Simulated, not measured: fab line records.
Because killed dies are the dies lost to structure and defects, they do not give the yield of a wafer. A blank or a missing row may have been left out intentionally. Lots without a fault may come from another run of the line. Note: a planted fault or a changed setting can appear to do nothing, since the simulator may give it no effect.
Chamber matching -- flow sky130 -- SKY_VIA3_ETCH_15 on rieDiel-01 has 4 sister chambers
The step etches SiO2 in C4F8/O2/Ar, stops on TiN, target depth 507 nm, time 78 s. 4 wafers are shown with their chamber, then 7 later ones without.

== WAFERS WITH THEIR CHAMBER ==
wafer,chamber,chamberPressureMTorr (mTorr)
L086.5,2,39.99
L090.3,0,40.11
L093.1,1,39.96
L093.2,3,39.99

== WAFERS WITHOUT THEIR CHAMBER ==
wafer,chamberPressureMTorr (mTorr)
L093.4,40.05
L095.1,39.95
L095.2,40.00
L095.3,40.01
L096.1,39.97
L096.2,39.97
L096.5,39.95

== THE CHAMBER EACH PASSED THROUGH ==
wafer,from the rows above,in truth
L093.4,can't be placed: 2 or 3 or 0 or 1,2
L095.1,can't be placed: 1 or 2 or 3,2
L095.2,can't be placed: 2 or 3 or 1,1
L095.3,can't be placed: 2 or 3 or 1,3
L096.1,can't be placed: 1 or 2 or 3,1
L096.2,can't be placed: 1 or 2 or 3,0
L096.5,can't be placed: 1 or 2 or 3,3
Correctly placed: 0 of 7. Not placeable from these rows: 7 (in 6, the candidates include the true chamber). 0 placed wrongly.
How it was worked out, from the rows above alone: a wafer's distance from a chamber is the root of the sum, over the readings, of the square of ((its reading less the chamber's mean) divided by the reading's scatter). If the next closest chamber is less than 2 further off than the closest, the wafer can't be placed; otherwise it belongs to the closest. A chamber's mean is the mean of its shown wafers. The scatter (one wafer shown for each chamber): square how far every hidden wafer sits from the nearest shown wafer, average those squares and take the square root.
